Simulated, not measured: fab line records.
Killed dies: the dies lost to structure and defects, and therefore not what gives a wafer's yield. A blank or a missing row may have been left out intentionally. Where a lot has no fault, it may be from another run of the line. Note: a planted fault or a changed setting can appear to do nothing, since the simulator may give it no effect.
The tool behind it: which one?    flow sky130    33 wafers from 11 lots sampled at 4 of the route's 708 steps

## WHAT EACH GAUGE READ, for each wafer
SKY_VIA3_THK_MEAS_01.
lot   measured      on             VIA3_HDPCVD_THK (nm)
L420  day 39 08:28  film metro-01  1641 1643 1615
L421  day 39 17:31  film metro-03  1593 1634 1624
L423  day 40 04:25  film metro-03  1617 1590 1635
L425  day 40 11:02  film metro-03  1651 1660 1633
L427  day 41 00:17  film metro-02  1584 1642 1619
L430  day 41 22:05  film metro-02  1299 1661 1616
L431  day 42 01:34  film metro-02  1286 1597 1643
L432  day 42 04:43  film metro-02  1635 1641 1669
L441  day 44 23:13  film metro-02  1581 1675 1613
L442  day 45 00:57  film metro-03  1584 1634 1594
L443  day 45 04:19  film metro-02  1664 1609 1660

SKY_VIA3_OVL_MEAS_13.
lot   measured      on          VIA3_OVL (nm)
L420  day 40 09:58  overlay-02  -2 -7 -3
L421  day 40 18:16  overlay-02  7 6 3
L423  day 41 04:24  overlay-01  19 5 9
L425  day 41 11:40  overlay-02  5 10 5
L427  day 42 00:34  overlay-01  13 11 13
L430  day 42 21:31  overlay-02  -2 3 2
L431  day 43 01:34  overlay-02  16 8 8
L432  day 43 04:13  overlay-01  -4 2 -1
L441  day 45 21:01  overlay-01  -7 -2 9
L442  day 45 22:49  overlay-01  4 4 9
L443  day 46 02:27  overlay-01  4 1 -1

## TOOL THAT RAN EACH LOT (tool first, then ch and the chambers of the sampled wafers, then the start)
lot   SKY_CAPM_STRIP_14                     SKY_VIA3_HDPCVD_00
L420  plasma asher-04 ch 0,1, day 38 06:02  hdpcvd-02 ch 0,2, day 39 08:17
L421  plasma asher-04 ch 0,1, day 38 14:56  hdpcvd-02 ch 1,2, day 39 17:20
L423  plasma asher-01 ch 0,1, day 39 01:53  hdpcvd-02 ch 1,2, day 40 04:16
L425  plasma asher-04 ch 0,1, day 39 08:20  hdpcvd-01 ch 0,1,2, day 40 10:53
L427  plasma asher-03 ch 0,1, day 39 22:14  hdpcvd-02 ch 1,2, day 41 00:07
L430  plasma asher-03 ch 0,1, day 40 20:24  hdpcvd-02 ch 0,1,2, day 41 21:51
L431  plasma asher-01 ch 0,1, day 41 00:01  hdpcvd-02 ch 0,1,2, day 42 01:25
L432  plasma asher-04 ch 0,1, day 41 03:05  hdpcvd-01 ch 0,1, day 42 04:32
L441  plasma asher-03 ch 0,1, day 43 22:47  hdpcvd-02 ch 0,1,2, day 44 23:02
L442  plasma asher-03 ch 0,1, day 44 00:34  hdpcvd-02 ch 0,2, day 45 00:46
L443  plasma asher-04 ch 0,1, day 44 04:49  hdpcvd-02 ch 0,2, day 45 04:08
- SKY_CAPM_STRIP_14: strips in O2/N2.
- SKY_VIA3_HDPCVD_00: deposits SiO2, target thk 1635 nm, time 272.5 s.

## AS READ BY THE TOOLS THEMSELVES (means over the sampled wafers that have a number; for cases with no such wafer, the mark the record gives instead)
SKY_CAPM_STRIP_14.
lot   tool             drypump motor current A (A)  oes product au (a.u.)  strip time to endpoint s (s)
L420  plasma asher-04  5.8                          0.706                  12.65
L421  plasma asher-04  5.8                          0.711                  12.64
L423  plasma asher-01  6.1                          0.713                  12.70
L425  plasma asher-04  5.9                          0.709                  12.68
L427  plasma asher-03  5.8                          0.709                  12.66
L430  plasma asher-03  5.4                          0.712                  12.64
L431  plasma asher-01  5.9                          0.709                  12.70
L432  plasma asher-04  5.9                          0.708                  12.62
L441  plasma asher-03  5.4                          0.705                  12.70
L442  plasma asher-03  5.8                          0.712                  12.55
L443  plasma asher-04  5.9                          0.713                  12.62

SKY_VIA3_HDPCVD_00.
lot   tool       sih4 flow sccm (sccm)
L420  hdpcvd-02  59.95
L421  hdpcvd-02  60.24
L423  hdpcvd-02  60.06
L425  hdpcvd-01  60.09
L427  hdpcvd-02  59.94
L430  hdpcvd-02  56.02
L431  hdpcvd-02  55.99
L432  hdpcvd-01  59.80
L441  hdpcvd-02  59.98
L442  hdpcvd-02  59.88
L443  hdpcvd-02  59.84

## THE ANSWER, worked out from the rows above alone
Rule: what is usual is taken from the lots themselves. Put in order of their means at a reading, lots are off if they are a third of the lots or fewer, leave a main group of 4 or more, and stand apart from it by a gap of 3 or more times the standard deviation of the main group's means; of several such gaps the widest counts. The tables above print the reading to a certain number of digits; a main group whose means all agree to those digits is not used. A lot without any number at a reading at which 4 lots or more have one is off too. Where the step has rows for the other lots, those lots are counted as sound. The gauges are gone through in route order, then the tools' own readings, and for those a lot's mean is taken as printed above. The first step at which some lot is off is used, and at that step the reading that is off furthest; a lot without a number counts as furthest.
Off: at SKY_VIA3_THK_MEAS_01 (VIA3_HDPCVD_THK), L430, L431. For the main group the mean is 1627 nm and the standard deviation 16.
If a tool, at a process step before that reading, ran all the lots that are off and no sound lot after the first of them, it fits. The gauges at SKY_VIA3_THK_MEAS_01 aren't tried: what is off there is off at SKY_VIA3_HDPCVD_00 too, on other tools, and a gauge's error can't cause that. None of those tried fits.

## WHAT THE SIMULATOR HAD PUT IN
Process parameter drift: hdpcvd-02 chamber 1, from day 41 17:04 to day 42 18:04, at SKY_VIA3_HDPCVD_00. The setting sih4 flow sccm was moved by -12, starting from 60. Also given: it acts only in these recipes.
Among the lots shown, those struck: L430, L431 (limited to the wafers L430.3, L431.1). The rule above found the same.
